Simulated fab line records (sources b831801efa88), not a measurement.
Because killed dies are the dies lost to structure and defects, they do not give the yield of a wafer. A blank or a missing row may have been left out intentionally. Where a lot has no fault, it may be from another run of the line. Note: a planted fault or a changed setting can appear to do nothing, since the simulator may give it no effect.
Which tool is to blame? -- flow sky130 -- 12 lots, 36 wafers sampled, at 5 steps of a route of 708

WHAT EACH GAUGE READ, for each wafer
SKY_VT_ADJUST_PCH_TW_MEAS_10.
lot,measured,on,VT_ADJUST_PCH_TW
L249,day 10 05:30,film-metro-01,144.8 144.1 145.0
L250,day 10 11:47,film-metro-01,145.2 145.0 145.1
L251,day 10 19:18,film-metro-01,144.5 144.8 144.0
L252,day 11 06:05,film-metro-01,145.0 145.5 145.3
L254,day 11 17:41,film-metro-04,143.0 143.8 142.6
L260,day 13 23:10,film-metro-02,142.6 142.8 142.2
L263,day 14 14:07,film-metro-02,140.7 140.6 141.7
L268,day 16 16:04,film-metro-04,142.7 143.2 143.1
L269,day 16 18:17,film-metro-02,140.9 140.0 141.9
L270,day 16 21:15,film-metro-01,144.7 143.4 143.9
L271,day 17 05:42,film-metro-04,142.9 142.7 142.6
L272,day 17 14:26,film-metro-04,142.5 143.4 143.2

SKY_SONOS_ONO_CD_MEAS_13 targets a cd of 410 nm.
lot,measured,on,cd-nm (nm)
L249,day 12 11:48,cd-sem-02,406.2 406.0 408.3
L250,day 12 18:07,cd-sem-01,407.6 406.2 408.3
L251,day 13 01:19,cd-sem-02,409.6 410.0 410.5
L252,day 13 10:43,cd-sem-01,411.1 410.8 410.4
L254,day 14 00:08,cd-sem-01,411.7 412.3 410.7
L260,day 16 09:05,cd-sem-01,410.2 410.2 407.6
L263,day 17 02:07,cd-sem-01,411.4 411.5 411.1
L268,day 19 08:35,cd-sem-01,405.6 406.7 408.3
L269,day 19 13:36,cd-sem-02,410.5 409.9 411.0
L270,day 19 17:59,cd-sem-01,406.0 408.9 409.3
L271,day 20 02:58,cd-sem-02,411.4 408.7 408.8
L272,day 20 07:24,cd-sem-01,410.3 408.9 410.7

SKY_POLY_GATE_THK_MEAS_01.
lot,measured,on,POLY_GATE_CVD_00_THK (nm)
L249,day 13 18:03,film-metro-04,181.2 182.9 181.2
L250,day 14 02:22,film-metro-02,177.2 178.1 177.6
L251,day 14 09:23,film-metro-02,177.8 180.2 179.3
L252,day 14 19:43,film-metro-02,178.1 177.5 178.8
L254,day 15 09:36,film-metro-01,180.0 179.8 180.2
L260,day 17 21:31,film-metro-04,230.1 229.8 230.7 230.1 230.0 230.6
L263,day 18 12:46,film-metro-01,181.8 182.3 183.7
L268,day 20 21:43,film-metro-02,179.4 180.4 179.5
L269,day 21 01:35,film-metro-04,183.0 183.8 182.7
L270,day 21 05:47,film-metro-04,182.6 181.3 182.3
L271,day 21 15:46,film-metro-04,180.5 181.0 180.0
L272,day 21 21:48,film-metro-04,182.1 183.2 182.4

WHICH TOOL RAN EACH LOT (tool, then ch and the chambers of the sampled wafers, then the start)
lot,SKY_DNWELL_STRIP_08,SKY_POLY_GATE_CVD_00
L249,"plasma-asher-04 ch 0,1, day 3 01:57","lpcvd-01 ch 0, day 13 16:49"
L250,"plasma-asher-04 ch 0,1, day 3 07:55","lpcvd-01 ch 1, day 14 01:10"
L251,"plasma-asher-04 ch 0,1, day 3 14:37","lpcvd-01 ch 0, day 14 08:11"
L252,"plasma-asher-03 ch 0,1, day 3 22:07","lpcvd-01 ch 0, day 14 18:30"
L254,"plasma-asher-01 ch 0,1, day 4 05:10","lpcvd-01 ch 0, day 15 08:23"
L260,"plasma-asher-04 ch 0,1, day 5 18:32","lpcvd-01 ch 0, day 17 20:19"
L263,"plasma-asher-04 ch 0,1, day 6 06:46","lpcvd-01 ch 1, day 18 11:34"
L268,"plasma-asher-04 ch 0,1, day 7 16:13","lpcvd-01 ch 0, day 20 20:31"
L269,"plasma-asher-03 ch 0,1, day 7 17:45","lpcvd-01 ch 1, day 21 00:22"
L270,"plasma-asher-01 ch 0,1, day 7 21:37","lpcvd-01 ch 0, day 21 04:35"
L271,"plasma-asher-04 ch 0,1, day 8 02:24","lpcvd-01 ch 1, day 21 13:02"
L272,"plasma-asher-03 ch 0,1, day 8 08:37","lpcvd-01 ch 0, day 21 19:05"
- SKY_DNWELL_STRIP_08: strips in O2/N2.
- SKY_POLY_GATE_CVD_00: deposits poly-Si, target thk 180 nm, time 720 s.

AS READ BY THE TOOLS THEMSELVES (means over the sampled wafers that have a number; for cases with no such wafer, the mark the record gives instead)
SKY_DNWELL_STRIP_08.
lot,tool,drypump-motor-current-A (A),oes-product-au (a.u.),strip-time-to-endpoint-s (s)
L249,plasma-asher-04,5.8,0.725,36.99
L250,plasma-asher-04,5.5,0.725,36.79
L251,plasma-asher-04,5.5,0.722,36.97
L252,plasma-asher-03,5.8,0.723,36.86
L254,plasma-asher-01,6.4,0.723,36.97
L260,plasma-asher-04,5.5,0.722,36.91
L263,plasma-asher-04,5.5,0.721,36.88
L268,plasma-asher-04,5.7,0.719,36.92
L269,plasma-asher-03,5.8,0.719,36.89
L270,plasma-asher-01,6.4,0.717,36.79
L271,plasma-asher-04,5.7,0.729,37.06
L272,plasma-asher-03,5.8,0.719,36.82

SKY_POLY_GATE_CVD_00.
lot,tool,spike-tc-bottom-C (C),spike-tc-centre-C (C),spike-tc-lower-C (C),spike-tc-top-C (C),spike-tc-upper-C (C),susceptor-temp-C (C)
L249,lpcvd-01,644.4,622.5,619.2,642,620.0,619.82
L250,lpcvd-01,642.3,621.1,621.3,637,617.6,620.26
L251,lpcvd-01,644.0,622.7,620.2,642,621.3,620.34
L252,lpcvd-01,645.5,623.1,619.8,642,619.6,619.83
L254,lpcvd-01,645.2,623.2,620.2,642,621.1,620.10
L260,lpcvd-01,654.8,634.1,630.3,654,630.2,631.23
L263,lpcvd-01,643.8,621.1,621.5,636,618.2,620.07
L268,lpcvd-01,644.6,623.5,618.6,643,619.9,620.26
L269,lpcvd-01,643.1,622.0,622.1,637,617.5,619.74
L270,lpcvd-01,644.9,622.9,619.5,643,620.5,620.09
L271,lpcvd-01,643.6,622.3,621.8,636,617.1,620.05
L272,lpcvd-01,644.8,622.3,618.7,641,620.5,619.89

THE ANSWER, worked out from the rows above alone
Rule: usual is defined by the lots themselves. Put in order of their means at a reading, lots are off if they are a third of the lots or fewer, leave a main group of 4 or more, and stand apart from it by a gap of 3 or more times the standard deviation of the main group's means; of several such gaps the widest counts. A main group is skipped when, at the precision printed for the reading in the tables above, its means are all equal. A lot without any number at a reading at which 4 lots or more have one is off too. Where the step has rows for the other lots, those lots are counted as sound. Order of review: gauges by route order, followed by the tools' own readings, for which a lot's mean as printed above is used. At the first step where some lot is off, the reading lying furthest off is the one used; lots without a number count as furthest.
Off: at SKY_POLY_GATE_THK_MEAS_01 (POLY_GATE_CVD_00_THK), L260. Mean 180.7 nm and standard deviation 1.8 in the main group.
If a tool, at a process step before that reading, ran all the lots that are off and no sound lot after the first of them, it fits. The gauges at SKY_POLY_GATE_THK_MEAS_01 aren't tried: what is off there is off at SKY_POLY_GATE_CVD_00 too, on other tools, and a gauge's error can't cause that. None of those tried fits.

WHAT THE SIMULATOR HAD PUT IN
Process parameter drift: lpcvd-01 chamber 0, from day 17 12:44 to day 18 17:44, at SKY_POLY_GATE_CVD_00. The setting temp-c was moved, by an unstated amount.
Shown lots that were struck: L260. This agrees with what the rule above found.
